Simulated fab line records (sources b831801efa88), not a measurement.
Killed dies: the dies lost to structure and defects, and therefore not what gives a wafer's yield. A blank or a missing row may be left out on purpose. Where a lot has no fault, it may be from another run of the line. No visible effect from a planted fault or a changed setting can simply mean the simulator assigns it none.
Which tool was responsible? + flow gf180mcu + 6 lots, 18 wafers sampled, at 3 steps of a route of 602

== WHAT EACH GAUGE READ, for each wafer ==
GF_HV_LDD_THK_MEAS_57.
| lot  | measured     | on            | HV_LDD_CVD_56_THK (nm) |
|------|--------------|---------------|------------------------|
| L280 | day 13 01:51 | film_metro-03 | 89.9 89.8 90.0         |
| L282 | day 13 13:49 | film_metro-03 | 90.7 89.7 89.8         |
| L284 | day 14 02:34 | film_metro-01 | 90.3 91.4 90.7         |
| L291 | day 16 17:47 | film_metro-03 | 98.9 99.8 99.9         |
| L300 | day 19 12:23 | film_metro-01 | 89.7 89.6 90.0         |
| L302 | day 20 04:20 | film_metro-02 | 89.1 89.3 89.8         |

== TOOL THAT RAN EACH LOT (tool first, then ch and the chambers of the sampled wafers, then the start) ==
| lot  | GF_HV_LDD_RTA_52                 | GF_HV_LDD_CVD_56            |
|------|----------------------------------|-----------------------------|
| L280 | rtp_anneal-02 ch 0, day 12 23:10 | lpcvd-01 ch 0, day 13 00:26 |
| L282 | rtp_anneal-02 ch 0, day 13 10:43 | lpcvd-02 ch 1, day 13 12:23 |
| L284 | rtp_anneal-01 ch 0, day 13 23:52 | lpcvd-01 ch 1, day 14 01:06 |
| L291 | rtp_anneal-01 ch 0, day 16 15:05 | lpcvd-01 ch 0, day 16 16:21 |
| L300 | rtp_anneal-02 ch 0, day 19 09:42 | lpcvd-02 ch 1, day 19 10:57 |
| L302 | rtp_anneal-02 ch 0, day 20 01:38 | lpcvd-02 ch 0, day 20 02:53 |
- GF_HV_LDD_RTA_52: time 10 s.
- GF_HV_LDD_CVD_56: deposits Si3N4 from DCS/NH3, target thk 90 nm, time 1543 s.

== THE ANSWER, worked out from the rows above alone ==
Rule: usual is defined by the lots themselves. The widest of any qualifying gaps counts: lots, ordered by their means at a reading, are off when they make up no more than a third of the lots, leave a main group of 4 or more, and stand apart from it by 3 or more times the standard deviation of that group's means. A main group whose means are all the same, to the digits that the tables above print for the reading, isn't used. Also off: a lot with no number at a reading for which 4 or more lots have one. The other lots that the step has rows for count as sound.
Off: L291, at GF_HV_LDD_THK_MEAS_57 (HV_LDD_CVD_56_THK). The main group: mean 90.0 nm, standard deviation 0.46.
If a tool, at a process step before that reading, ran all the lots that are off and no sound lot after the first of them, it fits. Gauges at GF_HV_LDD_THK_MEAS_57: tried the same way as those tools. Can't be told from this: 3 tools fit, rtp_anneal-01 at GF_HV_LDD_RTA_52, lpcvd-01 at GF_HV_LDD_CVD_56, film_metro-03 at GF_HV_LDD_THK_MEAS_57.

== WHAT HAD BEEN PUT IN BY THE SIMULATOR ==
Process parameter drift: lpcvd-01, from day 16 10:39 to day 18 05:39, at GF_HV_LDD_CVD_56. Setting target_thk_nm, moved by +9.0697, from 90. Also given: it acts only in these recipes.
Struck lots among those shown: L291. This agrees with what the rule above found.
